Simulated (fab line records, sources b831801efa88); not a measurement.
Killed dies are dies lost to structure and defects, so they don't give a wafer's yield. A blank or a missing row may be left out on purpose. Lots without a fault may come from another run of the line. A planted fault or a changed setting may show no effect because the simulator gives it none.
Chamber matching | flow sky130 | SKY_FIELD_ISO_ETCH_15 on rie_diel-03: 4 sister chambers
The step etches the open film in CHF3/O2, stops on Si, target depth 180 nm, time 72 s. 8 wafers are shown with their chamber, then 6 later ones without.

WAFERS WITH THEIR CHAMBER
wafer  | chamber | drypump_motor_current_A (A) | chf3_flow_sccm (sccm)
L864.1 | 3       | 6.3                         | 49.82
L864.2 | 1       | 5.9                         | 50.21
L864.3 | 0       | 5.7                         | 50.11
L865.1 | 2       | 5.0                         | 50.11
L865.3 | 3       | 6.2                         | 49.96
L865.6 | 0       | 5.6                         | 50.20
L871.1 | 1       | 6.0                         | 50.08
L871.2 | 2       | 5.0                         | 49.99

WAFERS WITHOUT THEIR CHAMBER
wafer  | drypump_motor_current_A (A) | chf3_flow_sccm (sccm)
L876.1 | 5.0                         | 49.91
L876.2 | 6.2                         | 49.93
L876.4 | 5.9                         | 50.06
L880.2 | 5.0                         | 49.63
L880.3 | 6.3                         | 49.84
L880.6 | 6.3                         | 49.96

WHICH CHAMBER EACH WENT THROUGH
wafer  | from the rows above | in truth
L876.1 | 2                   | 2
L876.2 | 3                   | 3
L876.4 | 1                   | 1
L880.2 | 2                   | 2
L880.3 | 3                   | 3
L880.6 | 3                   | 3
Placed correctly: 6 of 6. Can't be placed from these rows: 0. Placed wrongly: 0.
How it was worked out, from the rows above alone: a wafer's distance from a chamber is the root of the sum, over the readings, of the square of ((its reading less the chamber's mean) divided by the reading's scatter). The wafer belongs to the nearest chamber; if the next one is less than 2 further off, it can't be placed. A chamber's mean is the mean of its shown wafers. The scatter: the root of (the sum of the squares of (reading less its chamber's mean) over the shown wafers, divided by (wafers less chambers)).
